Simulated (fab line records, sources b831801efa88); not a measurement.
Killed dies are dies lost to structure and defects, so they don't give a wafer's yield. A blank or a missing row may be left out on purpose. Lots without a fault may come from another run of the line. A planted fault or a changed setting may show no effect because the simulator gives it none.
fab line records | flow sky130
record lots=13 wafers=39 last_day=51
route steps=708 shown POLY_GATE@234 METAL2@487 METAL3@533
lots that met no fault: from a run of the same line without faults
start_h: hours from the record's first day to the start of the lot's first wafer shown | wait_h: hours since the lot's step before | " the same as in the row above | L1.1+2: a row that stands for several wafers | - no value, or no start given | * or withheld: withheld | < > ~ a bound
route shown NAME@n: a module of which the file shows steps, and the number in the route of the first | usual: mean/standard deviation of fault-free wafers | same: alike in all rows | chamber/n: place in a boat | sites: the reading at each site | _std_site: their standard deviation | _edge_site: outer sites' mean less inner sites' | radius_mm: how far each site lies from the wafer's centre | mask NAME#n: copy n | behind: the tool/chamber that last shaped the wafer | hold: why the lot was held/for how many hours/how that ended | device: the transistor (n, p or np) that didn't switch | end of line: the same wafers' tests at the end of the route | a step without rows: its recipe alone | killed: dies lost to structure and defects at the first sort, not the wafer's yield | map: a wafer's dies, x killed, . not, _ none there
set.NAME: the setting as run; set.NAME@STEP: as run at that earlier step | model.NAME: the simulator's own value behind a step, which no gauge read
steps of the route over a sample of lots; a table a step, a row a wafer
services: from which hour (start_h, from the record's first day; less than 0 if before it) a tool's chamber was out of use, for how many hours, and why
## steps
# step SKY_POLY_GATE_OXIDATION_20
# recipe temp_c=850 ambient=O2 stabilise_s=600 purge_s=300 target_thk_a=40 ox_time_s=899
# usual ox_temp_c=850.0/0.4 ox_time_s=899/0
# columns lot.wafer tool chamber start_h wait_h ox_temp_c ox_time_s
L672.1 furnace-02 0 370.10 2.1 849.6 899
L672.2 " 0 " " 850.1 899
L672.5 " 0 " " 850.3 899
L673.3 furnace-02 0 370.10 0.1 849.2 899
L673.4 " 0 " " 850.1 899
L673.6 " 0 " " 850.4 899
L674.1 furnace-01 0 388.77 1.2 849.6 899
L674.2 " 0 " " 850.0 899
L674.6 " 0 " " 849.7 899
L676.1 furnace-01 0 413.24 2.4 849.8 899
L676.3 " 0 " " 849.5 899
L676.5 " 0 " " 849.9 899
L677.1 furnace-02 0 415.99 1.4 850.1 899
L677.2 " 0 " " 849.6 899
L677.6 " 0 " " 850.2 899
L678.1 furnace-01 0 429.55 4.0 849.8 899
L678.3 " 0 " " 849.8 899
L678.5 " 0 " " 850.2 899
L679.2 furnace-01 0 429.55 0.9 849.6 899
L679.5 " 0 " " 850.1 899
L679.6 " 0 " " 849.8 899
L680.2 furnace-02 0 443.89 0.0 849.8 899
L680.4 " 0 " " 849.9 899
L680.6 " 0 " " 849.8 899
L681.2 furnace-01 0 450.92 0.3 850.1 899
L681.4 " 0 " " 850.5 899
L681.6 " 0 " " 849.7 899
L683.1 furnace-01 0 469.39 0.0 850.1 899
L683.4 " 0 " " 850.6 899
L683.5 " 0 " " 849.9 899
L684.3 furnace-01 0 479.44 0.2 849.2 1078.8
L684.5 " 0 " " 849.3 1078.8
L684.6 " 0 " " 849.8 1078.8
L685.2 furnace-01 0 486.31 0.0 850.4 1078.8
L685.4 " 0 " " 850.1 1078.8
L685.5 " 0 " " 850.2 1078.8
L694.1 furnace-01 0 613.22 0.6 850.9 899
L694.2 " 0 " " 850.7 899
L694.4 " 0 " " 850.1 899
# step SKY_POLY_GATE_THK_MEAS_21
# recipe reads=SiO2_of_POLY_GATE_OXIDATION_20
# usual POLY_GATE_OXIDATION_THK=4.02/0.069
# columns lot.wafer tool chamber start_h wait_h POLY_GATE_OXIDATION_THK[nm]
L672.1 film_metro-01 - 371.35 0.0 3.87
L672.2 " - " " 3.96
L672.5 " - " " 4.02
L673.3 film_metro-03 - 371.37 0.0 4.01
L673.4 " - " " 4.01
L673.6 " - " " 4.08
L674.1 film_metro-04 - 390.02 0.0 4.11
L674.2 " - " " 4.08
L674.6 " - " " 4.04
L676.1 film_metro-03 - 414.49 0.0 4.05
L676.3 " - " " 4.13
L676.5 " - " " 4.00
L677.1 film_metro-01 - 417.24 0.0 3.95
L677.2 " - " " 3.96
L677.6 " - " " 3.97
L678.1 film_metro-01 - 430.80 0.0 4.10
L678.3 " - " " 4.12
L678.5 " - " " 4.11
L679.2 film_metro-04 - 430.81 0.0 4.07
L679.5 " - " " 4.03
L679.6 " - " " 3.92
L680.2 film_metro-04 - 445.15 0.0 3.95
L680.4 " - " " 3.93
L680.6 " - " " 3.95
L681.2 film_metro-03 - 452.18 0.0 4.06
L681.4 " - " " 4.04
L681.6 " - " " 4.02
L683.1 film_metro-01 - 470.64 0.0 4.01
L683.4 " - " " 3.97
L683.5 " - " " 4.07
L684.3 film_metro-03 - 480.71 0.0 4.68
L684.5 " - " " 4.61
L684.6 " - " " 4.63
L685.2 film_metro-03 - 487.57 0.0 4.59
L685.4 " - " " 4.62
L685.5 " - " " 4.58
L694.1 film_metro-01 - 614.47 0.0 4.07
L694.2 " - " " 4.01
L694.4 " - " " 4.11
# step SKY_METAL2_SPUTTER_04
# recipe material=TiN target_thk_nm=70 power_w=6500 time_s=58.3 chamber_pressure_pa=0.4
# usual throttle_valve_pct=30.1/1.3
# columns lot.wafer tool chamber start_h wait_h throttle_valve_pct
L673.3 pvd_sputter-02 - 789.23 0.0 29.5
L673.4 " - " " 30.5
L673.6 " - " " 30.2
L672.1 pvd_sputter-03 - 792.23 0.0 31.1
L672.2 " - " " 29.0
L672.5 " - " " 31.4
L674.1 pvd_sputter-01 - 809.86 0.0 31.3
L674.2 " - " " 27.8
L674.6 " - " " 31.7
L676.1 pvd_sputter-02 - 830.23 0.0 30.3
L676.3 " - " " 28.8
L676.5 " - " " 30.1
L677.1 pvd_sputter-01 - 832.21 0.0 31.2
L677.2 " - " " 30.4
L677.6 " - " " 31.1
L678.1 pvd_sputter-01 - 844.11 0.0 30.5
L678.3 " - " " 28.0
L678.5 " - " " 31.9
L679.2 pvd_sputter-01 - 845.53 0.0 28.0
L679.5 " - " " 31.9
L679.6 " - " " 30.4
L680.2 pvd_sputter-01 - 857.13 0.0 30.4
L680.4 " - " " 30.4
L680.6 " - " " 27.8
L681.2 pvd_sputter-02 - 863.38 0.0 29.7
L681.4 " - " " 30.1
L681.6 " - " " 28.6
L683.1 pvd_sputter-01 - 880.37 0.0 31.9
L683.4 " - " " 27.7
L683.5 " - " " 28.0
L684.3 pvd_sputter-03 - 885.89 0.0 28.9
L684.5 " - " " 29.4
L684.6 " - " " 31.2
L685.2 pvd_sputter-03 - 893.47 0.0 31.3
L685.4 " - " " 29.2
L685.5 " - " " 29.3
L694.1 pvd_sputter-01 - 996.88 0.0 30.4
L694.2 " - " " 31.1
L694.4 " - " " 27.7
# step SKY_METAL2_CD_MEAS_15
# recipe target_cd_nm=140
# usual cd_nm=139.9/1.4
# columns lot.wafer tool chamber start_h wait_h cd_nm
L673.3 cd_sem-01 - 815.28 - 140.2
L673.4 " - " " 140.3
L673.6 " - " " 139.2
L672.1 cd_sem-01 - 818.67 - 140.4
L672.2 " - " " 139.5
L672.5 " - " " 139.2
L674.1 cd_sem-02 - 837.32 - 140.0
L674.2 " - " " 140.8
L674.6 " - " " 140.4
L676.1 cd_sem-02 - 856.29 - 136.0
L676.3 " - " " 137.8
L676.5 " - " " 138.1
L677.1 cd_sem-01 - 857.62 - 140.5
L677.2 " - " " 142.1
L677.6 " - " " 140.8
L678.1 cd_sem-01 - 870.27 - 141.3
L678.3 " - " " 140.7
L678.5 " - " " 139.1
L679.2 cd_sem-01 - 871.66 - 141.4
L679.5 " - " " 141.4
L679.6 " - " " 142.6
L680.2 cd_sem-01 - 883.41 - 138.3
L680.4 " - " " 137.7
L680.6 " - " " 139.2
L681.2 cd_sem-02 - 889.99 - 140.0
L681.4 " - " " 141.0
L681.6 " - " " 139.6
L683.1 cd_sem-02 - 906.92 - 141.9
L683.4 " - " " 141.9
L683.5 " - " " 141.5
L684.3 cd_sem-01 - 911.21 - 140.7
L684.5 " - " " 140.1
L684.6 " - " " 139.7
L685.2 cd_sem-01 - 918.64 - 139.2
L685.4 " - " " 141.6
L685.5 " - " " 141.9
L694.1 cd_sem-02 - 1020.09 - 140.3
L694.2 " - " " 138.5
L694.4 " - " " 138.5
# step SKY_METAL3_SPUTTER_01
# recipe material=TiN target_thk_nm=20 power_w=6500 time_s=16.7 chamber_pressure_pa=0.4
# usual throttle_valve_pct=30.0/1.1
# columns lot.wafer tool chamber start_h wait_h throttle_valve_pct
L673.3 pvd_sputter-04 - 844.60 0.0 30.4
L673.4 " - " " 29.4
L673.6 " - " " 28.9
L672.1 pvd_sputter-02 - 847.41 0.0 29.1
L672.2 " - " " 30.2
L672.5 " - " " 30.5
L674.1 pvd_sputter-01 - 866.72 0.0 27.9
L674.2 " - " " 30.6
L674.6 " - " " 30.6
L676.1 pvd_sputter-01 - 885.68 0.0 31.7
L676.3 " - " " 27.8
L676.5 " - " " 31.2
L677.1 pvd_sputter-02 - 886.87 0.0 29.4
L677.2 " - " " 28.8
L677.6 " - " " 29.5
L678.1 pvd_sputter-02 - 899.80 0.0 29.7
L678.3 " - " " 30.7
L678.5 " - " " 30.4
L679.2 pvd_sputter-04 - 900.95 0.0 30.7
L679.5 " - " " 30.7
L679.6 " - " " 29.2
L680.2 pvd_sputter-02 - 911.67 0.0 29.4
L680.4 " - " " 30.6
L680.6 " - " " 29.7
L681.2 pvd_sputter-02 - 917.75 0.0 29.6
L681.4 " - " " 28.9
L681.6 " - " " 30.3
L683.1 pvd_sputter-04 - 935.57 0.0 30.9
L683.4 " - " " 29.4
L683.5 " - " " 29.1
L684.3 pvd_sputter-01 - 939.39 0.0 30.6
L684.5 " - " " 30.5
L684.6 " - " " 31.2
L685.2 pvd_sputter-02 - 945.86 0.0 28.9
L685.4 " - " " 29.6
L685.5 " - " " 30.1
L694.1 pvd_sputter-02 - 1044.54 0.0 30.1
L694.2 " - " " 28.9
L694.4 " - " " 30.7
## services
# columns tool chamber start_h hours kind
furnace-01 - 360.19 2.4 pm
furnace-01 - 365.51 3.9 pm
furnace-01 - 373.65 2.8 pm
pvd_sputter-02 - 386.49 52.4 repair
furnace-02 - 425.78 3.6 pm
pvd_sputter-01 - 487.71 2.6 repair
furnace-02 - 499.20 21.8 pm
furnace-02 - 520.97 3.9 pm
furnace-02 - 527.60 35.0 repair
furnace-01 - 557.91 3.5 pm
pvd_sputter-02 - 585.34 1.1 repair
furnace-01 - 641.65 3.3 pm
pvd_sputter-02 - 645.35 1.0 repair
pvd_sputter-02 - 667.23 0.5 repair
furnace-01 - 682.19 9.9 pm
pvd_sputter-01 - 684.33 0.6 repair
pvd_sputter-02 - 686.23 5.5 repair
pvd_sputter-01 - 700.71 31.7 repair
furnace-01 - 701.04 3.4 pm
pvd_sputter-02 - 715.78 7.2 repair
furnace-01 - 868.69 3.9 pm
furnace-01 - 923.65 4.4 pm
pvd_sputter-02 - 967.56 8.9 repair
furnace-01 - 1036.52 4.1 pm
## key
first_sign step=SKY_POLY_GATE_OXIDATION_20 reading=ox_time_s direction=up sigmas=99+ usual=* struck=*
effect step=SKY_POLY_GATE_THK_MEAS_21 reading=POLY_GATE_OXIDATION_THK direction=up sigmas=8.7 usual=4.02 struck=4.62
met_at SKY_POLY_GATE_OXIDATION_20
struck_lots L684,L685
tester_left_out L684,L685
not_acting_at SKY_METAL2_SPUTTER_04,SKY_METAL2_CD_MEAS_15,SKY_METAL3_SPUTTER_01
onset_between 469.39 479.44
fault kind=process_parameter_drift tool=furnace-01 chamber=- onset_h=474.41 steps=SKY_POLY_GATE_OXIDATION_20 channel=ox_time_s offset=* shape=step end_h=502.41 acts_in=* stated=*
# tester_left_out: of these lots the tester's yield and bins aren't shown, on N5 and GAA mostly nor the transistor test; their killed dies are dies lost to structure and defects alone, not to doping, threshold or leakage, so they don't give the yield
